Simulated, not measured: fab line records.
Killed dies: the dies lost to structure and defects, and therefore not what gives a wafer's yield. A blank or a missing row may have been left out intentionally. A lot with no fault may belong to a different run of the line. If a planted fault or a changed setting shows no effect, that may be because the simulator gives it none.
One fault seen from 2 desks | flow sky130 | each desk has only its own numbers; what lay behind them comes last

METROLOGY DESK
Lot by lot, what the gauges showed, no matter which tool ran the lot: averages of those sampled wafers that carry a number. Any lot whose mean is over 4 standard deviations away from the usual mean is out of limits and marked OUT; that distance is given in the brackets.
Columns: A = POLY_GATE_CVD_00_THK at SKY_POLY_GATE_THK_MEAS_01, usual 180.8 nm; B = VIA4_BOW at SKY_VIA4_BOW_MEAS_03, usual 78 um
lot  | first seen here | A     | B
L518 | day 13 22:34    | 180.5 | 83
L519 | day 14 09:29    | 178.5 | 87
L521 | day 14 19:28    | 180.7 | 88
L522 | day 15 09:01    | 182.1 | 85
L523 | day 16 03:48    | 182.7 | 78
L525 | day 16 20:32    | 180.9 | 86
L524 | day 16 22:04    | 182.8 | 66
L534 | day 20 03:01    | 180.5 | 78
L536 | day 20 09:02    | 179.9 | 75
L537 | day 20 16:24    | 182.2 | 74
L538 | day 21 03:55    | 180.7 | 66
This desk found nothing out of limits on any of the 11 lots.

TOOL OWNER'S DESK, rieDiel-04
The tool's own readings at SKY_VIA2_ETCH_14 (etches BARC in N2/H2, stops on SiO2, time 45.9 s, target depth 60 nm): means of the sampled wafers that have a number, for each lot that ran on this tool. Any lot whose mean is over 4 standard deviations away from the usual mean is out of limits and marked OUT; that distance is given in the brackets.
Columns: A = drypumpMotorCurrentA at SKY_VIA2_ETCH_14, usual 5.7 A; B = oesProductAu at SKY_VIA2_ETCH_14, usual 0.854 a.u.; C = throttleValvePct at SKY_VIA2_ETCH_14, usual 13.224 %
lot  | first seen here | A   | B     | C
L522 | day 38 05:07    | 5.4 | 0.859 | 13.215
L524 | day 38 20:23    | 5.8 | 0.855 | 13.226
L534 | day 41 12:16    | 5.6 | 0.853 | 13.226
This desk found nothing out of limits on any of the 3 lots.

TAKEN TOGETHER
Metrology desk: nothing out of limits seen.
The tool owner's desk saw nothing out of limits.

WHAT THE SIMULATOR PUT IN
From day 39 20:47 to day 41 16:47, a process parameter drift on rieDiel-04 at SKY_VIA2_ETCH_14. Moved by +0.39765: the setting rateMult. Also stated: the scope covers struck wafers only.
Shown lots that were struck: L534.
